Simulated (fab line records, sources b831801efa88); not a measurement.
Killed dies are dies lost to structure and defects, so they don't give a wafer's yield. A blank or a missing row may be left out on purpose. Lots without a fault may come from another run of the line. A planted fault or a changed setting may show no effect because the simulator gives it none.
fab line records | flow sky130
record lots=12 wafers=36 last_day=50
route steps=708 shown RES_PROTECT@215 POLY_GATE@229 LDD_N@244 LDD_HVP@286 PAD_OPEN@708
lots that met no fault: from a run of the same line without faults
start_h: hours from the record's first day to the start of the lot's first wafer shown | wait_h: hours since the lot's step before | " the same as in the row above | L1.1+2: a row that stands for several wafers | - no value, or no start given | * or withheld: withheld | < > ~ a bound
route shown NAME@n: a module of which the file shows steps, and the number in the route of the first | usual: mean/standard deviation of fault-free wafers | same: alike in all rows | chamber/n: place in a boat | sites: the reading at each site | _std_site: their standard deviation | _edge_site: outer sites' mean less inner sites' | radius_mm: how far each site lies from the wafer's centre | mask NAME#n: copy n | behind: the tool/chamber that last shaped the wafer | hold: why the lot was held/for how many hours/how that ended | device: the transistor (n, p or np) that didn't switch | end of line: the same wafers' tests at the end of the route | a step without rows: its recipe alone | killed: dies lost to structure and defects at the first sort, not the wafer's yield | map: a wafer's dies, x killed, . not, _ none there
set.NAME: the setting as run; set.NAME@STEP: as run at that earlier step | model.NAME: the simulator's own value behind a step, which no gauge read
steps of the route over a sample of lots; a table a step, a row a wafer
services: from which hour (start_h, from the record's first day; less than 0 if before it) a tool's chamber was out of use, for how many hours, and why
## steps
# step SKY_RES_PROTECT_TW_MEAS_08
# usual POLY_GATE_TW=4048/68
# columns lot.wafer tool chamber start_h wait_h POLY_GATE_TW
L409.1 film_metro-03 - 367.71 0.1 4026
L409.4 " - " " 4040
L409.5 " - " " 4026
L410.3 film_metro-04 - 380.46 0.1 3947
L410.4 " - " " 3965
L410.6 " - " " 3973
L413.3 film_metro-03 - 404.86 0.1 4045
L413.5 " - " " 4067
L413.6 " - " " 4059
L414.1 film_metro-01 - 411.03 0.1 4171
L414.3 " - " " 4159
L414.5 " - " " 4165
L415.1 film_metro-04 - 411.18 0.1 3957
L415.5 " - " " 3988
L415.6 " - " " 3960
L416.1 film_metro-03 - 425.79 0.1 4022
L416.3 " - " " 4054
L416.5 " - " " 4030
L424.2 film_metro-01 - 506.74 0.1 4157
L424.5 " - " " 4165
L424.6 " - " " 4158
L425.2 film_metro-03 - 509.35 0.1 4054
L425.3 " - " " 4043
L425.5 " - " " 4053
L426.2 film_metro-01 - 517.54 0.1 4131
L426.3 " - " " 4142
L426.5 " - " " 4141
L427.1 film_metro-01 - 524.71 0.1 4128
L427.2 " - " " 4112
L427.3 " - " " 4110
L428.1 film_metro-01 - 528.14 0.1 4110
L428.3 " - " " 4105
L428.6 " - " " 4094
L429.1 film_metro-04 - 533.43 0.1 3984
L429.2 " - " " 3983
L429.4 " - " " 3992
# step SKY_POLY_GATE_ETCH_15
# recipe chemistry=N2/H2 target=BARC ion_energy_ev=200 source_w=500 bias_w=100 pressure_mtorr=30 n2_flow_sccm=100 h2_flow_sccm=200 stop_on=SiO2 time_s=118.5 target_depth_a=1100
# usual drypump_motor_current_A=5.79/0.27 h2_flow_sccm=200.0/0.57 n2_flow_sccm=100.05/0.29 oes_product_au=0.717/0.0047 throttle_valve_pct=13.213/0.0095
# columns lot.wafer tool chamber start_h wait_h drypump_motor_current_A h2_flow_sccm n2_flow_sccm oes_product_au rf_hours_counter_h throttle_valve_pct
L409.1 rie_diel-02 1 400.77 0.0 5.73 199.3 100.41 0.721 4 13.233
L409.4 " 3 " " 6.06 200.8 99.89 0.711 12 13.222
L409.5 " 1 " " 5.71 199.6 100.09 0.721 - 13.212
L410.3 rie_diel-02 0 413.84 0.0 5.44 199.8 99.93 0.709 101 13.193
L410.4 " 3 " " 6.03 199.7 99.53 0.722 13 13.225
L410.6 " 0 " " 5.46 200.4 100.12 0.712 - 13.212
L413.3 rie_diel-02 0 440.35 0.0 5.45 200.2 100.42 0.717 102 13.196
L413.5 " 0 " " 5.47 200.3 100.53 0.719 - 13.237
L413.6 " 1 " " 5.70 200.1 100.09 0.726 - 13.211
L414.1 rie_diel-03 2 444.09 0.0 5.34 198.5 99.88 0.718 12 13.207
L414.3 " 3 " " 5.77 200.6 99.75 0.719 89 13.225
L414.5 " 2 " " 5.34 199.0 100.16 0.720 - 13.218
L415.1 rie_diel-01 1 444.44 0.0 6.21 200.6 100.33 0.719 2 13.202
L415.5 " 1 " " 6.20 200.4 100.28 0.706 - 13.213
L415.6 " 0 " " 5.61 200.2 99.98 0.721 - 13.213
L416.1 rie_diel-02 2 459.57 0.0 6.13 200.3 99.95 0.716 4 13.220
L416.3 " 3 " " 6.02 199.3 100.11 0.713 14 13.230
L416.5 " 1 " " 5.72 199.9 99.58 0.717 - 13.217
L424.2 rie_diel-02 2 540.17 0.0 6.18 199.6 100.07 0.727 5 13.221
L424.5 " 3 " " 6.03 198.8 100.15 0.712 - 13.206
L424.6 " 0 " " 5.48 200.1 100.33 0.709 - 13.209
L425.2 rie_diel-01 2 542.02 0.0 5.90 200.5 100.60 0.718 1 13.211
L425.3 " 0 " " 5.62 199.6 100.36 0.712 3 13.229
L425.5 " 2 " " 5.91 199.3 100.24 0.710 - 13.220
L426.2 rie_diel-03 3 549.17 0.0 5.77 198.9 100.21 0.715 0 13.212
L426.3 " 1 " " 5.56 200.2 99.99 0.716 1 13.230
L426.5 " 3 " " 5.75 199.9 100.13 0.710 - 13.202
L427.1 rie_diel-03 1 557.85 0.0 5.55 200.2 100.05 0.720 1 13.227
L427.2 " 3 " " 5.75 199.9 100.24 0.713 0 13.222
L427.3 " 0 " " 6.03 199.0 99.91 0.721 4 13.199
L428.1 rie_diel-01 2 559.40 0.0 5.95 200.4 99.17 0.720 1 13.198
L428.3 " 0 " " 5.62 200.6 99.87 0.723 4 13.206
L428.6 " 2 " " 5.95 200.1 100.08 0.712 - 13.206
L429.1 rie_diel-03 1 564.86 0.0 5.59 200.4 100.59 0.713 1 13.215
L429.2 " 3 " " 5.78 199.2 99.98 0.712 1 13.205
L429.4 " 2 " " 5.33 199.5 99.95 0.724 15 13.207
# step SKY_LDD_N_OVL_MEAS_07
# usual LDD_N_OVL=0.6/1.4
# columns lot.wafer tool chamber start_h wait_h LDD_N_OVL[nm]
L409.1 overlay-01 - 434.10 0.1 0.4
L409.4 " - " " 0.2
L409.5 " - " " 2.6
L410.3 overlay-02 - 451.50 0.1 3.0
L410.4 " - " " 3.0
L410.6 " - " " 1.8
L413.3 overlay-01 - 474.67 0.1 -1.6
L413.5 " - " " -0.2
L413.6 " - " " -1.4
L414.1 overlay-01 - 476.59 0.1 2.0
L414.3 " - " " 2.0
L414.5 " - " " 0.1
L415.1 overlay-02 - 476.89 0.1 1.2
L415.5 " - " " 0.4
L415.6 " - " " 4.4
L416.1 overlay-02 - 491.79 0.1 0.7
L416.3 " - " " 1.6
L416.5 " - " " 1.6
L424.2 overlay-02 - 571.65 0.1 1.3
L424.5 " - " " -1.2
L424.6 " - " " -0.4
L425.2 overlay-02 - 573.27 0.1 -0.9
L425.3 " - " " -1.1
L425.5 " - " " -2.4
L426.2 overlay-01 - 579.97 0.1 1.4
L426.3 " - " " 0.4
L426.5 " - " " 1.7
L427.1 overlay-01 - 589.01 0.1 1.2
L427.2 " - " " -1.9
L427.3 " - " " -0.1
L428.1 overlay-02 - 590.76 0.1 0.4
L428.3 " - " " 1.9
L428.6 " - " " 1.2
L429.1 overlay-01 - 595.39 0.1 0.6
L429.2 " - " " -1.2
L429.4 " - " " 1.2
# step SKY_LDD_HVP_IMPLANT_08
# recipe species=B energy_kev=20 dose_cm2=1.7e+13 tilt_deg=17.9
# usual dose_ions_cm2=1.7001e+13/1.7e+10 faraday_current_uA=96.3/1.7
# columns lot.wafer tool chamber start_h wait_h dose_ions_cm2 faraday_current_uA
L409.1 implanter-03 0 527.75 0.0 1.6996e+13 96.9
L409.4 " 0 " " 1.7011e+13 95.3
L409.5 " 0 " " 1.6988e+13 96.2
L410.3 implanter-01 0 547.65 0.1 1.6982e+13 97.8
L410.4 " 0 " " 1.699e+13 94.7
L410.6 " 0 " " 1.6978e+13 96.3
L413.3 implanter-01 0 565.32 0.1 1.7021e+13 97.9
L413.5 " 0 " " 1.704e+13 94.2
L413.6 " 0 " " 1.701e+13 94.6
L414.1 implanter-01 0 567.00 0.0 8.601e+12 49.7
L414.3 " 0 " " 8.603e+12 48.6
L414.5 " 0 " " 8.619e+12 47.8
L415.1 implanter-03 0 567.90 0.0 1.6989e+13 97.8
L415.5 " 0 " " 1.6985e+13 95.5
L415.6 " 0 " " 1.6986e+13 93.4
L416.1 implanter-01 0 583.00 0.0 8.599e+12 48.7
L416.3 " 0 " " 8.611e+12 49.2
L416.5 " 0 " " 8.639e+12 49.3
L424.2 implanter-01 0 659.72 0.0 1.6989e+13 96.2
L424.5 " 0 " " 1.7012e+13 99.4
L424.6 " 0 " " 1.6995e+13 96.8
L425.2 implanter-03 0 662.82 0.0 1.6993e+13 100.1
L425.3 " 0 " " 1.6998e+13 97.9
L425.5 " 0 " " 1.6995e+13 95.1
L426.2 implanter-01 0 668.26 0.0 1.6998e+13 94.6
L426.3 " 0 " " 1.6985e+13 95.7
L426.5 " 0 " " 1.6985e+13 97.1
L427.1 implanter-03 0 677.05 0.0 1.6985e+13 98.2
L427.2 " 0 " " 1.699e+13 94.8
L427.3 " 0 " " 1.6993e+13 99.4
L428.1 implanter-01 0 678.85 0.0 1.7051e+13 97.2
L428.3 " 0 " " 1.7032e+13 96.9
L428.6 " 0 " " 1.6992e+13 93.6
L429.1 implanter-01 0 683.95 0.0 1.7061e+13 94.9
L429.2 " 0 " " 1.7005e+13 98.4
L429.4 " 0 " " 1.6998e+13 94.8
# step SKY_LDD_HVP_TW_MEAS_10
# usual LDD_HVP_TW=457/9.1
# columns lot.wafer tool chamber start_h wait_h LDD_HVP_TW
L409.1 film_metro-04 - 528.00 0.1 451
L409.4 " - " " 448
L409.5 " - " " 449
L410.3 film_metro-04 - 547.87 0.1 450
L410.4 " - " " 450
L410.6 " - " " 450
L413.3 film_metro-03 - 565.54 0.1 458
L413.5 " - " " 459
L413.6 " - " " 458
L414.1 film_metro-04 - 567.25 0.1 364
L414.3 " - " " 363
L414.5 " - " " 364
L415.1 film_metro-03 - 568.15 0.1 459
L415.5 " - " " 457
L415.6 " - " " 460
L416.1 film_metro-04 - 583.25 0.1 365
L416.3 " - " " 364
L416.5 " - " " 364
L424.2 film_metro-01 - 659.96 0.1 470
L424.5 " - " " 467
L424.6 " - " " 467
L425.2 film_metro-04 - 663.06 0.1 450
L425.3 " - " " 447
L425.5 " - " " 448
L426.2 film_metro-01 - 668.49 0.1 467
L426.3 " - " " 469
L426.5 " - " " 468
L427.1 film_metro-01 - 677.30 0.1 472
L427.2 " - " " 475
L427.3 " - " " 469
L428.1 film_metro-04 - 679.10 0.1 452
L428.3 " - " " 454
L428.6 " - " " 452
L429.1 film_metro-03 - 684.20 0.1 458
L429.2 " - " " 457
L429.4 " - " " 454
# step SKY_PAD_OPEN_PROBE_99
# usual killed_at_M0_to_M3=44/6.9 killed_at_M4_up=3.3/1.8 killed_at_contacts=24/5 killed_at_front_end=16/4.6 killed_at_other=0.2/0.42 killed_dies=88/9.2 killed_open=48/7.3 killed_short=40/6.5
# same gross_dies=492 killed_at_back_side=0
# columns lot.wafer tool chamber start_h wait_h killed_at_M0_to_M3 killed_at_M4_up killed_at_contacts killed_at_front_end killed_at_other killed_dies killed_open killed_short
L409.1 prober-02 - 1099.57 0.1 41 5 20 13 0 79 35 44
L409.4 prober-02 - 1099.72 0.2 45 8 25 15 1 94 34 60
L409.5 prober-02 - 1099.77 0.2 32 4 25 16 0 77 40 37
# killed by level:class
L409.1 CONTACT:geometric_particle:open=8 METAL1:geometric_particle:short=7 LOCAL_INTERCONNECT:geometric_particle:short=5 METAL4:geometric_particle:short=5 VIA2:geometric_particle:open=5 FIELD_ISO:geometric_particle:open=4 VIA1:geometric_particle:open=4 VIA3:geometric_particle:open=4
L409.4 METAL1:geometric_particle:short=8 LOCAL_INTERCONNECT:geometric_particle:short=8 VIA1:geometric_particle:open=8 POLY_GATE:geometric_particle:short=7 CONTACT:geometric_particle:open=7 VIA1:geometric_particle:short=6 METAL2:geometric_particle:short=5 VIA2:geometric_particle:open=4
L409.5 CONTACT:geometric_particle:open=13 VIA1:geometric_particle:open=6 FIELD_ISO:geometric_particle:open=4 LI_CONTACT:geometric_particle:open=4 VIA1:geometric_particle:short=4 METAL1:geometric_particle:short=4 VIA2:geometric_particle:open=4 METAL3:geometric_particle:short=4
## services
# columns tool chamber start_h hours kind
implanter-01 - 392.14 51.8 pm
implanter-03 - 410.27 2.2 repair
rie_diel-03 3 434.11 5.3 repair
rie_diel-02 - 435.57 0.2 repair
rie_diel-02 0 451.22 - clean
rie_diel-02 0 451.22 21.0 scheduled_down
rie_diel-03 1 459.10 8.0 repair
rie_diel-02 0 491.56 4.9 repair
rie_diel-03 2 500.78 1.4 repair
implanter-01 - 540.83 0.6 repair
rie_diel-02 3 540.97 85.0 repair
rie_diel-01 - 556.04 2.8 pm
rie_diel-02 - 575.27 14.6 pm
implanter-01 - 590.88 1.1 repair
implanter-03 - 597.20 4.4 pm
rie_diel-02 1 611.98 6.3 repair
rie_diel-02 3 637.25 7.1 repair
implanter-03 - 640.31 3.9 repair
implanter-03 - 646.01 0.7 repair
rie_diel-02 1 646.52 9.0 repair
implanter-03 - 651.64 5.4 pm
rie_diel-02 0 656.18 6.8 repair
rie_diel-02 0 676.72 12.1 repair
rie_diel-01 - 682.59 1.8 repair
## key
first_sign step=SKY_LDD_HVP_IMPLANT_08 reading=dose_ions_cm2 direction=down sigmas=99+ usual=* struck=*
effect step=SKY_LDD_HVP_IMPLANT_08 reading=faraday_current_uA direction=down sigmas=27 usual=96.3 struck=48.9
effect step=SKY_LDD_HVP_TW_MEAS_10 reading=LDD_HVP_TW direction=down sigmas=10 usual=457 struck=364
met_at SKY_LDD_HVP_IMPLANT_08
struck_lots L414,L416
tester_left_out L414,L416
not_acting_at SKY_RES_PROTECT_TW_MEAS_08,SKY_POLY_GATE_ETCH_15,SKY_LDD_N_OVL_MEAS_07
onset_between 565.32 567.00
fault kind=process_parameter_drift tool=implanter-01 chamber=- onset_h=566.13 steps=SKY_LDD_HVP_IMPLANT_08 channel=dose_cm2 offset=* shape=step end_h=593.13 acts_in=* stated=*
# tester_left_out: of these lots the tester's yield and bins aren't shown, on N5 and GAA mostly nor the transistor test; their killed dies are dies lost to structure and defects alone, not to doping, threshold or leakage, so they don't give the yield
